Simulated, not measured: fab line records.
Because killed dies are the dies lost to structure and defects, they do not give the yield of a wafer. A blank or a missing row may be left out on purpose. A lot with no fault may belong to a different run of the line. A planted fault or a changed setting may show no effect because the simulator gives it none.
Struck lot and sound lot, side by side :: flow sky130 :: 30 out of 708 route steps
Sound: these wafers, L604.1, L604.2, L604.5. The struck wafers were L615.3, L615.4, L615.6. At the end, the cause is stated.
For every step that has rows: the tool of each side, followed by ch and its chambers, followed by its first start. Under that, the readings that differ: sound wafers :: struck wafers :: difference of the means :: sigmas: that difference in standard deviations of wafers without a fault.
alike: readings with means less than 2 such deviations apart, plus words and numbers identical on both sides. not compared: withheld readings, readings lacking a value on some wafer, bounds such as >300 that could conceal the same value, and numbers that have no deviation in the record and whose values overlap.
A row with sigmas, a row that says differs or no value, or rows on one side alone: a step with any of these is where the two part. Numbers that don't overlap but have no deviation are shown without sigmas and don't part them. A reading that every wafer of one side lacks parts them only if that side has two wafers or more.

SKY_LI_CONTACT_OVL_MEAS_13:
  struck on overlay-01, day 33 06:30; sound on overlay-02, day 29 19:49
  alike: LI_CONTACT_OVL
then, 1 step without rows for these wafers: SKY_LI_CONTACT_ETCH_14 (etches BARC in N2/H2, stops on SiO2, time 45.9 s, target depth 60 nm).
SKY_LI_CONTACT_ETCH_15: etches PSG in C4F8/O2/Ar, stops on Si, target depth 600 nm.
  sound on rie_diel-02 ch 0,2,3, day 29 19:54; struck on rie_diel-01 ch 1,2, day 33 06:34
  alike: oes_product_au
then, 5 steps without rows for these wafers: SKY_LI_CONTACT_STRIP_16 (strips in O2/N2); SKY_LI_CONTACT_CLEAN_17 (cleans in NMP, time 600 s); SKY_LI_CONTACT_PRE_CLEAN_18 (time 5.6 s); SKY_LI_CONTACT_SPUTTER_19 (material Ti, target thk 20 nm, time 106.37 s); SKY_LI_CONTACT_SPUTTER_20 (material TiN, target thk 20 nm, time 80 s).
SKY_LI_CONTACT_CVD_21: deposits W, target thk 400 nm, time 120.56 s.
  sound on cvd_w-02 ch 0,1, day 29 20:25; struck on cvd_w-02 ch 0,1, day 33 07:07
  alike: heater_power_w
SKY_LI_CONTACT_RS_MEAS_22: measures by four-point-probe.
  struck on film_metro-01, day 33 07:14; sound on film_metro-01, day 29 20:32
  alike: LI_CONTACT_W_RS
SKY_LI_CONTACT_THK_MEAS_23: measures by xrf.
  struck on film_metro-01, day 33 07:20; sound on film_metro-01, day 29 20:40
  alike: LI_CONTACT_W_THK
SKY_LI_CONTACT_CMP_24: polishes, stops on PSG, t overpolish 20 s, target thk 0 nm.
  sound on cmp-01 ch 0,1,2, day 29 20:46; struck on cmp-01 ch 1,2,3, day 33 07:29
  alike: motor_current_A, overpolish_run_s, time_to_endpoint_s
SKY_LOCAL_INTERCONNECT_SPUTTER_00: material TiN, target thk 100 nm, time 83.3 s.
  struck on pvd_sputter-01, day 33 07:41; sound on pvd_sputter-03, day 29 21:01
reading: cathode_dc_power_W (W)
sound: 6500.0 6500.4 6499.7
struck: 6739.4 6739.8 6740.0
difference: +239.7
sigmas: +99 or more

reading: model.TiN_of_LOCAL_INTERCONNECT_SPUTTER_00.thk_nm (nm)
sound: 100.2 99.75 100.3
struck: 106.4 105.5 105.8
difference: +5.8
sigmas: 
  alike: throttle_valve_pct
SKY_LOCAL_INTERCONNECT_RS_MEAS_01: measures by four-point-probe.
  struck on film_metro-02, day 33 08:04; sound on film_metro-01, day 29 21:05
reading: LOCAL_INTERCONNECT_TIN_RS (ohm/sq)
sound: 14.14 14.21 14.13
struck: 13.28 13.40 13.35
difference: -0.82
sigmas: -5
  not compared: hold
SKY_LOCAL_INTERCONNECT_THK_MEAS_02: measures by xrf.
  struck on film_metro-02, day 33 10:20; sound on film_metro-01, day 29 21:12
reading: LOCAL_INTERCONNECT_TIN_THK (nm)
sound: 101.1 100.1 100.8
struck: 107.5 106.6 106.9
difference: +6.3
sigmas: +5
  not compared: hold
then, 7 steps without rows for these wafers: SKY_LOCAL_INTERCONNECT_HMDS_04 (prime time 60 s); SKY_LOCAL_INTERCONNECT_COAT_05 (resist thk 60 nm); SKY_LOCAL_INTERCONNECT_COAT_06 (resist thk 450 nm); SKY_LOCAL_INTERCONNECT_SOFTBAKE_07 (time 90 s); SKY_LOCAL_INTERCONNECT_EXPOSE_08 (exposes mask LI1M, target cd 170 nm); SKY_LOCAL_INTERCONNECT_PEB_09; SKY_LOCAL_INTERCONNECT_DEVELOP_10 (develop time 60 s).
SKY_LOCAL_INTERCONNECT_CD_MEAS_11 targets a cd of 170 nm.
  struck on cd_sem-01, day 34 09:27; sound on cd_sem-01, day 31 00:22
  alike: cd_nm
SKY_LOCAL_INTERCONNECT_OVL_MEAS_12:
  struck on overlay-02, day 34 09:33; sound on overlay-02, day 31 00:29
  alike: LOCAL_INTERCONNECT_OVL
SKY_LOCAL_INTERCONNECT_ETCH_13: etches BARC in N2/H2, stops on SiO2, time 45.9 s, target depth 60 nm.
  sound on rie_metal-04 ch 0,1, day 31 00:31; struck on rie_metal-01 ch 0,1, day 34 09:35
  alike: drypump_motor_current_A, he_backside_leak_sccm, oes_product_au, throttle_valve_pct
  not compared: rf_hours_counter_h
SKY_LOCAL_INTERCONNECT_METAL_ETCH_14: etches TiN in Cl2/BCl3, stops on PSG, target depth 110 nm, time 31.4 s.
  sound on rie_metal-04 ch 0,1, day 31 00:35; struck on rie_metal-01 ch 0,1, day 34 09:39
reading: oes_product_au (a.u.)
sound: 0.953 0.948 0.946
struck: 0.971 0.981 0.982
difference: +0.029
sigmas: +4

reading: throttle_valve_pct (%)
sound: 21.901 21.900 21.905
struck: 21.899 21.875 21.867
difference: -0.022
sigmas: -2

reading: model.LOCAL_INTERCONNECT.feature_depth_nm (nm)
sound: 100.2 99.75 100.3
struck: 106.4 105.5 105.8
difference: +5.8
sigmas: 

reading: model.etch.depth_nm (nm)
sound: 100.2 99.75 100.3
struck: 106.4 105.5 105.8
difference: +5.8
sigmas: 
  alike: drypump_motor_current_A, he_backside_leak_sccm
  not compared: rf_hours_counter_h
SKY_LOCAL_INTERCONNECT_STRIP_15: strips in O2/N2.
  sound on plasma_asher-02 ch 0,1, day 31 00:38; struck on plasma_asher-03 ch 0,1, day 34 09:43
  alike: drypump_motor_current_A, oes_product_au, strip_time_to_endpoint_s
  not compared: rf_hours_counter_h
SKY_LOCAL_INTERCONNECT_STRIP_16: strips in post etch residue remover, time 1200 s.
  sound on wet_bench-03 ch 2, day 31 00:44; struck on wet_bench-04 ch 3, day 34 09:47
reading: model.TiN_of_LOCAL_INTERCONNECT_SPUTTER_00.thk_nm (nm)
sound: 99.78 99.32 99.88
struck: 106 105 105.4
difference: +6
sigmas: 
then, 1 step without rows for these wafers: SKY_LOCAL_INTERCONNECT_CLEAN_17 (cleans in IPA, time 180 s).
-- here the record skips 14 days between the struck wafers' starts before and after, leaving off in module LOCAL_INTERCONNECT and picking up in module PAD_OPEN (first step shown: number 708 of the route) --
SKY_PAD_OPEN_PROBE_99:
  struck on prober-02, day 48 15:03; sound on prober-01, day 46 05:33
reading: model.etest.res_li.line_ohm_um
sound: 75.02 76.92 76.04
struck: 70.45 71.73 71.26
difference: -4.85
sigmas: 

reading: model.etest.res_li.rs_ohm_sq
sound: 12.81 12.98 12.76
struck: 11.99 12.12 12.18
difference: -0.75
sigmas: 
  alike: killed_at_M0_to_M3, killed_at_M4_up, killed_at_contacts, killed_at_front_end, killed_at_other, killed_dies, killed_open, killed_short

WHERE THEY PART
At SKY_LOCAL_INTERCONNECT_SPUTTER_00 first; at SKY_LOCAL_INTERCONNECT_METAL_ETCH_14 last (within this record only). Later steps at which nothing parts them and some readings are alike: SKY_LOCAL_INTERCONNECT_STRIP_15, SKY_PAD_OPEN_PROBE_99.

WHY: what the simulator had put in
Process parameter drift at SKY_LOCAL_INTERCONNECT_SPUTTER_00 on pvd_sputter-01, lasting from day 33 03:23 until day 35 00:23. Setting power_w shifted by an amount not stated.
